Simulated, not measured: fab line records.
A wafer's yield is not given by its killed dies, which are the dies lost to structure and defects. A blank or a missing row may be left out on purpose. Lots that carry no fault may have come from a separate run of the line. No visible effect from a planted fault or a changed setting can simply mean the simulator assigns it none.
fab line records ; flow sfqLine
[record] lots = 6; wafers = 18; lastDay = 76
route steps=325 shown M6@255 I6@266
lots untouched by any fault: they come from a run of this same line in which no faults occurred
startH: hours from the record's opening day to when the first of the lot's shown wafers began ; waitH: hours elapsed since this lot's preceding step ; " the same as in the row above ; L1.1+2: a single row standing in for several wafers ; - no value, or no start given ; * or withheld: withheld ; < > ~ a bound
route shown NAME@n: NAME is a module with steps in the file, n the number in the route of the first one ; usual: mean and standard deviation over wafers with no fault ; same: alike in all rows ; chamber/n: place in a boat ; sites: readings site by site ; _std_site: their standard deviation ; _edge_site: inner sites' mean taken away from outer sites' mean ; radiusMm: for every site, how far away it sits from the centre of the wafer ; mask NAME#n: copy n ; behind: the most recent tool/chamber to have shaped the wafer ; hold: why the lot went on hold/how many hours it stayed there/how the hold came to an end ; device: the n, p or np transistor that did not switch ; end of line: at the end of the route, the tests of the same wafers ; a step given without rows: its recipe and nothing more ; killed: the dies lost at the first sort to structure and to defects; this is not the yield of the wafer ; map: per-die view of a wafer (x killed, . not killed, _ where there is no die)
set.NAME: setting as actually run; set.NAME@STEP: the setting as run at that earlier step ; model.NAME: the simulator's own value behind a step, which no gauge read
a table for each step, a row for each wafer; lots at some steps of the route
services: when a tool's chamber went out of use (startH, in hours from the record's first day, below 0 if earlier), for how many hours, and the reason
[[steps]]
[step SFQ_TRILAYER_M6_LITHO_COAT_164]
[recipe] resist = BARC; spinRpm = 3000; resistThkNm = 62
[step SFQ_TRILAYER_M6_LITHO_COAT_159]
[recipe] resist = KrF; spinRpm = 3000; resistThkNm = 600
[step SFQ_TRILAYER_M6_LITHO_SOFTBAKE_163]
[recipe] tempC = withheld; timeS = withheld; resist = KrF
[step SFQ_TRILAYER_M6_LITHO_EXPOSE_160]
[recipe] maskId = M6; na = 0.6; sourceShape = conventional; sigmaOuter = 0.65; targetCdNm = 500; doseMj = 14.4
[step SFQ_TRILAYER_M6_LITHO_PEB_162]
[recipe] pebTempC = 115; pebTimeS = 60; resist = KrF
[step SFQ_TRILAYER_M6_LITHO_DEVELOP_161]
[recipe] timeS = 60; resist = KrF
[step SFQ_M6_OVL_MEAS_940]
[usual] M6_OVL = -1/6.5
lot.wafer;tool;chamber;startH;waitH;M6_OVL[nm]
L609.1;overlay-01;-;1384.76;0.1;-3
L609.4;overlay-01;-;1384.76;0.1;-4
L609.6;overlay-01;-;1384.76;0.1;0
L619.1;overlay-01;-;1457.96;0.1;-2
L619.2;overlay-01;-;1457.96;0.1;6
L619.4;overlay-01;-;1457.96;0.1;-2
L623.2;overlay-02;-;1489.74;0.1;5
L623.3;overlay-02;-;1489.74;0.1;-7
L623.4;overlay-02;-;1489.74;0.1;3
L624.2;overlay-01;-;1495.74;0.1;5
L624.3;overlay-01;-;1495.74;0.1;7
L624.6;overlay-01;-;1495.74;0.1;8
L628.3;overlay-01;-;1539.10;0.1;-4
L628.4;overlay-01;-;1539.10;0.1;0
L628.6;overlay-01;-;1539.10;0.1;3
L630.2;overlay-01;-;1551.19;0.1;12
L630.3;overlay-01;-;1551.19;0.1;12
L630.6;overlay-01;-;1551.19;0.1;1
[step SFQ_TRILAYER_M6_BARC_OPEN_METAL_ETCH_206]
[recipe] maskMaterial = PR; chemistry = O2; targetDepthNm = 125; target = BARC; icpW = 600; biasW = 80; pressureMtorr = 10; timeS = 41.7
[usual] drypumpMotorCurrentA = 5.5/0.41; heBacksideLeakSccm = 3.5/0.33; oesProductAu = 0.685/0.0047
lot.wafer;tool;chamber;startH;waitH;drypumpMotorCurrentA;heBacksideLeakSccm;oesProductAu;rfHoursCounterH
L609.1;rieMetal-01;1;1384.79;0.0;5.9;3.4;0.688;61
L609.4;rieMetal-01;0;1384.79;0.0;5.0;3.8;0.685;-
L609.6;rieMetal-01;0;1384.79;0.0;5.0;3.6;0.678;-
L619.1;rieMetal-01;1;1457.99;0.0;5.9;3.2;0.677;72
L619.2;rieMetal-01;0;1457.99;0.0;5.0;3.7;0.688;81
L619.4;rieMetal-01;0;1457.99;0.0;5.0;3.6;0.687;-
L623.2;rieMetal-01;0;1489.77;0.0;5.0;3.8;0.691;87
L623.3;rieMetal-01;0;1489.77;0.0;5.0;5.2;0.688;-
L623.4;rieMetal-01;1;1489.77;0.0;5.8;3.4;0.693;-
L624.2;rieMetal-01;0;1495.77;0.0;5.0;3.9;0.689;89
L624.3;rieMetal-01;1;1495.77;0.0;5.9;3.5;0.678;-
L624.6;rieMetal-01;1;1495.77;0.0;5.8;3.3;0.687;-
L628.3;rieMetal-03;0;1539.14;0.0;5.1;3.5;0.688;-
L628.4;rieMetal-03;1;1539.14;0.0;5.3;3.1;0.683;-
L628.6;rieMetal-03;1;1539.14;0.0;5.3;3.4;0.687;-
L630.2;rieMetal-03;1;1551.22;0.0;5.3;3.3;0.683;5
L630.3;rieMetal-03;0;1551.22;0.0;5.1;4.4;0.685;-
L630.6;rieMetal-03;0;1551.22;0.0;5.1;3.3;0.688;-
[step SFQ_TRILAYER_M6_ETCH_METAL_ETCH_162]
[recipe] target = Nb; stopOn = SiO2; maskMaterial = PR; chemistry = Cl2/Ar; targetDepthNm = 240; icpW = 600; biasW = 80; pressureMtorr = 10; timeS = 120
[usual] drypumpMotorCurrentA = 5.5/0.41; heBacksideLeakSccm = 3.50/0.22; oesProductAu = 0.892/0.0068
lot.wafer;tool;chamber;startH;waitH;drypumpMotorCurrentA;heBacksideLeakSccm;oesProductAu;rfHoursCounterH
L609.1;rieMetal-01;1;1384.85;0.0;5.8;3.25;0.890;61
L609.4;rieMetal-01;0;1384.85;0.0;5.0;3.54;0.889;-
L609.6;rieMetal-01;0;1384.85;0.0;5.0;3.48;0.885;-
L619.1;rieMetal-01;1;1458.05;0.0;5.9;3.41;0.895;72
L619.2;rieMetal-01;0;1458.05;0.0;5.0;3.85;0.900;82
L619.4;rieMetal-01;0;1458.05;0.0;5.0;3.67;0.891;-
L623.2;rieMetal-01;0;1489.83;0.0;5.0;3.83;0.885;87
L623.3;rieMetal-01;0;1489.83;0.0;5.0;3.77;0.886;-
L623.4;rieMetal-01;1;1489.83;0.0;5.8;3.48;0.897;-
L624.2;rieMetal-01;0;1495.83;0.0;5.0;3.84;0.894;89
L624.3;rieMetal-01;1;1495.83;0.0;5.8;3.32;0.893;-
L624.6;rieMetal-01;1;1495.83;0.0;5.8;3.19;0.894;-
L628.3;rieMetal-03;0;1539.22;0.1;5.1;3.43;0.892;-
L628.4;rieMetal-03;1;1539.22;0.1;5.3;3.37;0.896;-
L628.6;rieMetal-03;1;1539.22;0.1;5.3;3.48;0.895;-
L630.2;rieMetal-03;1;1551.28;0.0;5.3;3.33;0.890;5
L630.3;rieMetal-03;0;1551.28;0.0;5.1;3.18;0.898;-
L630.6;rieMetal-03;0;1551.28;0.0;5.1;3.43;0.891;-
[step SFQ_TRILAYER_M6_STRIP_STRIP_163]
[recipe] gas = O2; powerW = 200; platenTempC = 40; overashFraction = 0.65; chemistry = O2; pressureMtorr = 50
[usual] drypumpMotorCurrentA = 5.5/0.41; heBacksideLeakSccm = 3.52/0.22; oesProductAu = 1.000/0.013
lot.wafer;tool;chamber;startH;waitH;drypumpMotorCurrentA;heBacksideLeakSccm;oesProductAu;rfHoursCounterH
L609.1;rieMetal-01;1;1384.98;0.1;5.9;3.37;0.982;61
L609.4;rieMetal-01;0;1384.98;0.1;5.0;3.81;0.997;-
L609.6;rieMetal-01;0;1384.98;0.1;5.0;3.86;0.992;-
L619.1;rieMetal-01;1;1458.18;0.1;5.8;3.41;0.991;72
L619.2;rieMetal-01;0;1458.18;0.1;5.0;3.84;1.000;82
L619.4;rieMetal-01;0;1458.18;0.1;5.0;3.84;0.999;-
L623.2;rieMetal-01;0;1489.95;0.1;5.0;3.71;0.989;87
L623.3;rieMetal-01;0;1489.95;0.1;5.0;3.88;0.993;-
L623.4;rieMetal-01;1;1489.95;0.1;5.8;3.37;0.992;-
L624.2;rieMetal-01;0;1495.95;0.1;5.0;3.93;0.993;89
L624.3;rieMetal-01;1;1495.95;0.1;5.8;3.34;0.985;-
L624.6;rieMetal-01;1;1495.95;0.1;5.8;3.35;0.979;-
L628.3;rieMetal-03;0;1539.50;0.2;5.1;3.25;1.010;-
L628.4;rieMetal-03;1;1539.50;0.2;5.3;3.20;1.014;-
L628.6;rieMetal-03;1;1539.50;0.2;5.3;3.15;1.008;-
L630.2;rieMetal-03;1;1551.40;0.1;5.3;3.28;1.009;5
L630.3;rieMetal-03;0;1551.40;0.1;5.1;3.56;1.006;-
L630.6;rieMetal-03;0;1551.40;0.1;5.1;3.53;1.025;-
[step SFQ_TRILAYER_M6_STRIP_SOLV_CLEAN_164]
[recipe] chemistry = NMP; tempC = 70; timeS = 600
[step SFQ_TRILAYER_I6_DEP_PECVD_165]
[recipe] material = SiO2; tempC = 150; timeS = 111.11; pressureTorr = 2.4; rfW = 183.3; precursor = SiH4/N2O; targetThkNm = 500
[usual] heaterPowerOuterW = 27/9.7; heaterPowerW = 80/14; rfFwdPowerW = 182.5/0.74; susceptorTempC = 149.98/0.13; throttleValvePct = 24.3/1.4
lot.wafer;tool;chamber;startH;waitH;heaterPowerOuterW;heaterPowerW;rfFwdPowerW;susceptorTempC;throttleValvePct;model.SiO2_of_TRILAYER_I6_DEP_PECVD_165.thkNm
L609.1;pecvd-01;0;1385.75;0.0;25;79;182.9;149.98;23.3;500
L609.4;pecvd-01;0;1385.75;0.0;27;81;182.7;150.03;23.5;506.2
L609.6;pecvd-01;2;1385.75;0.0;33;88;183.4;149.74;22.2;499.9
L619.1;pecvd-03;0;1458.97;0.0;60;120;152.0;149.87;22.9;465.6
L619.2;pecvd-03;2;1458.97;0.0;31;91;153.4;150.17;23.8;476.9
L619.4;pecvd-03;2;1458.97;0.0;33;90;152.8;150.03;23.8;489.1
L623.2;pecvd-03;1;1490.73;0.0;49;99;153.8;149.95;24.7;477.5
L623.3;pecvd-03;0;1490.73;0.0;60;124;153.3;149.95;23.1;465
L623.4;pecvd-03;2;1490.73;0.0;25;82;153.8;150.03;23.7;483.5
L624.2;pecvd-01;1;1496.73;0.0;25;84;182.2;149.88;24.7;514.4
L624.3;pecvd-01;2;1496.73;0.0;33;84;183.4;149.92;22.5;507.9
L624.6;pecvd-01;0;1496.73;0.0;25;79;182.6;150.00;23.7;514.7
L628.3;pecvd-01;1;1540.08;0.0;23;81;183.5;149.90;24.9;498.8
L628.4;pecvd-01;0;1540.08;0.0;31;82;182.6;149.79;23.7;500.7
L628.6;pecvd-01;1;1540.08;0.0;24;84;183.5;150.14;25.0;507.2
L630.2;pecvd-03;1;1552.18;0.0;31;76;181.9;149.92;24.9;499.6
L630.3;pecvd-03;2;1552.18;0.0;28;88;182.4;150.02;23.8;503.4
L630.6;pecvd-03;0;1552.18;0.0;45;103;181.9;149.88;23.3;500
[step SFQ_TRILAYER_I6_CMP_CMP_166]
[recipe] material = SiO2; downForcePsi = 3; platenRpm = 60; padVelocityMS = 0.94248
[usual] headPressurePsi = 3.001/0.0061; motorCurrentA = 9.8/0.8; slurryFlowMlMin = 150.0/0.46
lot.wafer;tool;chamber;startH;waitH;headPressurePsi;motorCurrentA;slurryFlowMlMin
L609.4;cmp-02;2;1391.07;5.2;3.013;10.0;149.9
L609.1;cmp-02;3;1391.07;5.2;3.010;10.4;150.4
L609.6;cmp-02;0;1391.07;5.2;3.004;10.5;149.9
L619.2;cmp-02;1;1472.83;13.8;3.007;8.3;149.5
L619.4;cmp-02;2;1472.83;13.8;3.000;10.0;150.1
L619.1;cmp-02;3;1472.83;13.8;3.004;11.4;150.2
L623.3;cmp-02;1;1491.45;0.7;3.000;8.4;149.3
L623.4;cmp-02;3;1492.45;1.6;3.004;11.3;149.9
L623.2;cmp-02;0;1492.45;1.6;3.005;9.5;150.5
L624.3;cmp-01;3;1496.81;0.0;3.002;8.9;149.7
L624.2;cmp-01;1;1497.81;1.0;2.998;9.1;150.5
L624.6;cmp-01;0;1499.31;2.5;2.998;9.3;151.0
L628.3;cmp-01;3;1542.96;2.8;3.010;9.1;150.3
L628.4;cmp-01;0;1542.96;2.8;2.995;9.6;149.2
L628.6;cmp-01;1;1542.96;2.8;3.004;9.3;150.1
L630.3;cmp-01;2;1552.76;0.5;3.003;9.8;150.7
L630.2;cmp-01;0;1553.76;1.5;3.006;9.3;150.3
L630.6;cmp-01;1;1553.76;1.5;3.000;9.6;150.6
[[services]]
tool;chamber;startH;hours;kind
cmp-02;-;1368.76;3.3;repair
cmp-02;-;1378.03;9.0;pm
pecvd-03;-;1379.89;3.1;repair
cmp-01;-;1389.04;0.2;repair
rieMetal-01;1;1419.81;13.0;repair
cmp-01;-;1431.45;4.0;pm
cmp-02;-;1435.63;4.0;pm
rieMetal-03;0;1436.12;-;clean
rieMetal-03;0;1436.12;-;consumableReplace:focusRing
rieMetal-03;0;1436.12;14.6;scheduledDown
rieMetal-03;0;1436.12;14.6;ventCycle
cmp-01;-;1456.45;14.4;pm
cmp-01;-;1470.89;4.4;pm
rieMetal-03;1;1484.33;-;clean
rieMetal-03;1;1484.33;-;consumableReplace:focusRing
rieMetal-03;1;1484.33;20.6;scheduledDown
rieMetal-03;1;1484.33;20.6;ventCycle
cmp-01;-;1491.18;3.6;repair
rieMetal-01;0;1498.51;3.3;repair
cmp-02;-;1507.57;0.7;repair
rieMetal-03;1;1507.66;5.6;repair
rieMetal-01;-;1513.11;5.3;repair
pecvd-03;-;1537.59;7.1;repair
cmp-02;-;1542.56;4.3;pm
[[key]]
[firstSign] step = SFQ_TRILAYER_I6_DEP_PECVD_165; reading = rfFwdPowerW; direction = down; sigmas = 40; usual = 182.5; struck = 153.2
effect none on later readings
[modelEffect] step = SFQ_TRILAYER_I6_DEP_PECVD_165; value = SiO2_of_TRILAYER_I6_DEP_PECVD_165.thkNm; without = 501.7; struck = 476.3
metAt SFQ_TRILAYER_I6_DEP_PECVD_165
struckWafers L619.1,L619.2,L619.4,L623.2,L623.3,L623.4
[fault] kind = processParameterDrift; tool = pecvd-03; chamber = -; onsetH = 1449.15; steps = SFQ_TRILAYER_I6_DEP_PECVD_165; channel = rfW; offset = -29.328; shape = step; endH = 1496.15; actsIn = theseRecipesOnly; stated = 183.3
